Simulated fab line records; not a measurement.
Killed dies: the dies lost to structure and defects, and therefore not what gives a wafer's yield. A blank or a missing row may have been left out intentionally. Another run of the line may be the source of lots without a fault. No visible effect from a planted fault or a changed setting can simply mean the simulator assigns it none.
Which tool did it? | flow sky130 | 12 lots with 36 wafers sampled at 4 steps, on a route of 708 steps

## WHAT THE GAUGES READ, wafer by wafer
SKY_CAP2M_OVL_MEAS_12. Usual: for CAP2M_OVL the level is 1.5 nm and the standard deviation is 1.3.
lot  | measured     | on         | CAP2M_OVL (nm) | flag
L415 | day 40 21:05 | overlay-01 | -0.4 0.0 -0.2  |
L416 | day 41 08:23 | overlay-02 | -0.9 0.5 0.1   |
L418 | day 41 21:50 | overlay-01 | 0.0 0.0 -0.7   |
L419 | day 42 07:27 | overlay-02 | 3.7 2.3 3.6    |
L420 | day 42 17:50 | overlay-02 | 2.3 1.6 1.1    |
L422 | day 42 20:17 | overlay-01 | 3.4 1.8 1.0    |
L423 | day 43 23:41 | overlay-02 | 0.8 -0.7 1.1   |
L427 | day 44 13:41 | overlay-01 | 0.3 0.8 0.6    |
L428 | day 45 04:05 | overlay-01 | 1.8 0.2 1.4    |
L432 | day 45 17:02 | overlay-02 | 3.2 2.7 3.6    |
L437 | day 46 22:53 | overlay-02 | 1.7 2.4 2.7    |
L438 | day 47 01:14 | overlay-01 | 0.9 2.2 3.0    |

SKY_VIA4_RS_MEAS_19: measures by four-point-probe. Usual: for VIA4_W_RS the level is 0.227 ohm/sq and the standard deviation is 0.0031.
lot  | measured     | on            | VIA4_W_RS (ohm/sq) | flag
L415 | day 43 00:30 | film_metro-02 | 0.231 0.231 0.233  |
L416 | day 43 11:41 | film_metro-04 | 0.223 0.226 0.228  |
L418 | day 43 23:03 | film_metro-02 | 0.230 0.226 0.225  |
L419 | day 44 10:21 | film_metro-04 | 0.226 0.224 0.226  |
L420 | day 44 19:19 | film_metro-01 | 0.227 0.227 0.228  |
L422 | day 44 20:55 | film_metro-02 | 0.223 0.221 0.222  |
L423 | day 45 22:23 | film_metro-02 | 0.231 0.229 0.232  |
L427 | day 46 11:45 | film_metro-01 | 0.231 0.228 0.227  |
L428 | day 47 01:23 | film_metro-02 | 0.228 0.231 0.226  |
L432 | day 47 13:38 | film_metro-02 | 0.219 0.221 0.223  |
L437 | day 48 17:48 | film_metro-01 | 0.226 0.226 0.228  |
L438 | day 48 19:37 | film_metro-01 | 0.226 0.230 0.227  |

## EACH LOT AND THE TOOL THAT RAN IT (in order: tool; ch and the chambers of the sampled wafers; start)
lot  | SKY_METAL2_SPUTTER_04        | SKY_VIA4_ETCH_12
L415 | pvd_sputter-04, day 34 03:13 | rie_diel-02 ch 0,1, day 42 23:37
L416 | pvd_sputter-04, day 34 12:19 | rie_diel-02 ch 1,2,3, day 43 10:46
L418 | pvd_sputter-02, day 35 04:32 | rie_diel-02 ch 0,2,3, day 43 22:10
L419 | pvd_sputter-04, day 35 15:26 | rie_diel-03 ch 0,1, day 44 09:21
L420 | pvd_sputter-03, day 36 04:43 | rie_diel-01 ch 0,1, day 44 18:25
L422 | pvd_sputter-04, day 36 07:26 | rie_diel-02 ch 0,1,3, day 44 20:00
L423 | pvd_sputter-04, day 37 14:33 | rie_diel-01 ch 0,2, day 45 21:28
L427 | pvd_sputter-03, day 38 05:02 | rie_diel-02 ch 0,2,3, day 46 10:52
L428 | pvd_sputter-04, day 38 23:14 | rie_diel-01 ch 0,1,2, day 47 00:30
L432 | pvd_sputter-04, day 39 11:59 | rie_diel-01 ch 0,1, day 47 12:43
L437 | pvd_sputter-04, day 41 02:56 | rie_diel-02 ch 1,3, day 48 16:52
L438 | pvd_sputter-04, day 41 04:04 | rie_diel-01 ch 1,3, day 48 18:40
- SKY_METAL2_SPUTTER_04: material TiN, target thk 70 nm, time 58.3 s.
- SKY_VIA4_ETCH_12: etches SiO2 in C4F8/O2/Ar, stops on TiN, target depth 580 nm.

## AS READ BY THE TOOLS THEMSELVES (means over the sampled wafers that have a number; for cases with no such wafer, the mark the record gives instead)
SKY_METAL2_SPUTTER_04. Usual: cathode_dc_power_W 6499.9 W, standard deviation 1.2; throttle_valve_pct 29.6 %, standard deviation 0.69.
lot  | tool           | cathode_dc_power_W (W) | throttle_valve_pct (%) | flag
L415 | pvd_sputter-04 | 6499.6                 | 29.3                   |
L416 | pvd_sputter-04 | 6501.2                 | 29.1                   |
L418 | pvd_sputter-02 | 6499.8                 | 29.5                   |
L419 | pvd_sputter-04 | 6499.3                 | 29.3                   |
L420 | pvd_sputter-03 | 6500.8                 | 30.1                   |
L422 | pvd_sputter-04 | 6499.6                 | 29.4                   |
L423 | pvd_sputter-04 | 6498.8                 | 28.7                   |
L427 | pvd_sputter-03 | 6498.9                 | 30.7                   |
L428 | pvd_sputter-04 | 6501.0                 | 29.4                   |
L432 | pvd_sputter-04 | 6499.9                 | 29.3                   |
L437 | pvd_sputter-04 | 6500.5                 | 29.1                   |
L438 | pvd_sputter-04 | 6500.0                 | 29.5                   |

SKY_VIA4_ETCH_12. Usual: oes_product_au at 0.926 a.u., with a standard deviation of 0.0045.
lot  | tool        | oes_product_au (a.u.) | flag
L415 | rie_diel-02 | 0.930                 |
L416 | rie_diel-02 | 0.924                 |
L418 | rie_diel-02 | 0.929                 |
L419 | rie_diel-03 | 0.927                 |
L420 | rie_diel-01 | 0.924                 |
L422 | rie_diel-02 | 0.928                 |
L423 | rie_diel-01 | 0.926                 |
L427 | rie_diel-02 | 0.926                 |
L428 | rie_diel-01 | 0.924                 |
L432 | rie_diel-01 | 0.927                 |
L437 | rie_diel-02 | 0.926                 |
L438 | rie_diel-01 | 0.922                 |

## THE ANSWER, worked out from the rows above alone
Rule: take the mean of a lot's wafers that have a number; if it is more than 3 standard deviations from the usual mean, the lot is off. A lot without any number at a reading at which 4 lots or more have one is off too. The other lots that the step has rows for count as sound. After the gauges, taken in route order, come the tools' own readings; for these a lot's mean is taken, as printed above. At the first step where some lot is off, the reading lying furthest off is the one used; lots without a number count as furthest.
No lot is off on any of the readings shown, so nothing can be concluded from this.

## WHAT THE SIMULATOR PUT IN
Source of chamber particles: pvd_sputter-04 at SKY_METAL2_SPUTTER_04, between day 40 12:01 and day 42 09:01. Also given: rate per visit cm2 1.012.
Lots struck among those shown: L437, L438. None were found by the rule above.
